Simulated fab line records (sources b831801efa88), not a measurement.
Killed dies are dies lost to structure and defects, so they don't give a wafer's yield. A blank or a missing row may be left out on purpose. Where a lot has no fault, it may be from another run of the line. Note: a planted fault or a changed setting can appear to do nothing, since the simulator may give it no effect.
Problem report, 8D (eight disciplines) form, completed by code -- flow sky130 -- the parts of the form that need people (team, actions taken, sign-off) are left out

== 1. PROBLEM STATEMENT ==
Mean NWELL_2_TW at SKY_NWELL_TW_MEAS_26: 395 over 6 wafers in 2 lots; fault-free wafers: 495, standard deviation 4.3. Measured from the usual mean, that is -23 standard deviations.
Earliest sighting: wafer L912.2 on film metro-01 at day 10 01:44. Wafers with a number at this step in the record: 36, from 12 lots. Rule for "out" (also "out of limits"): further than 4 standard deviations from the usual mean. Any other wafer with a number is counted as sound.

== 2. WHAT IT IS; WHAT IT IS NOT ==
question,is,is not
which readings at this step,NWELL_2_TW,-
which lots,"L912, L914","L894, L895, L896, L897, L900, L903, L904, L905, L915, L916"
which wafers of those lots,all that have a number,-
read on which gauges,"film metro-01, film metro-04",film metro-02
when,from day 10 01:44,"up to then (24 sound wafers); but 6 sound wafers of L915, L916 came after"

== 3. THE SUSPECTS, EACH WITH WHAT RULES IT OUT ==
Counting: a tool at a process step up to the reading stays a suspect if it ran every lot that is out and no sound lot after the first of them.
- ruled out: the gauge at SKY_NWELL_TW_MEAS_26. Those wafers that are out were read across 2 gauges (film metro-01, film metro-04).
- implanter-02 at SKY_NWELL_IMPLANT_24: kept. All lots that are out passed through it, beginning with L912 at day 10 01:31, and no sound lot followed; its final sound lot before that point was L904 at day 7 19:10. Its own dose ions cm2, faraday current uA readings are out on those wafers.
After counting, what remains is implanter-02 at SKY_NWELL_IMPLANT_24.

== 4. THE CAUSE (what the simulator had put in) ==
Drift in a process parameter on implanter-02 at SKY_NWELL_IMPLANT_24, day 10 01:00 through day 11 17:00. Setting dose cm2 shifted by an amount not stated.
After counting, this tool was the only one left.

== 5. SEQUENCE OF EFFECTS, ordered by route ==
One row per reading whose mean, taken over the struck wafers that have a number, lies over 3 standard deviations from the usual. Readings are gone through only where the record gives a usual standard deviation; hours: the median, over the lots, of the time from a lot's start at the first step in this table giving one to that lot's start at this step; sigmas: the change measured in usual standard deviations.
hours,step,reading,usual,on struck wafers,change,sigmas
0,SKY_NWELL_IMPLANT_24,dose ions cm2,9.198e+12,4.467e+12,-4.731e+12,-99 or more
0,SKY_NWELL_IMPLANT_24,faraday current uA,51.9,25.1,-26.8,-27
0,SKY_NWELL_TW_MEAS_26,NWELL_2_TW,495,395,-100,-23
The process steps in it:
- SKY_NWELL_IMPLANT_24
Later steps that measure or inspect, where all struck wafers having a row at the step show a number for every such reading and not one has moved that far: SKY_CONTACT_RS_MEAS_25.

== 6. HOW IT WOULD HAVE BEEN CAUGHT EARLIER ==
In this record the first reading out of limits at a measuring or inspecting step was taken at day 10 01:44, 1 hour after the fault began at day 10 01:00.
At SKY_NWELL_IMPLANT_24, the tool's own readings (dose ions cm2, faraday current uA) were out on each struck wafer the step has a row for, so an alarm limit on them would have fired on the first such wafer.
Among the 2 lots that are out, L914 began SKY_NWELL_IMPLANT_24 on implanter-02 after day 10 01:44. Putting the tool on hold at that point would have spared it.
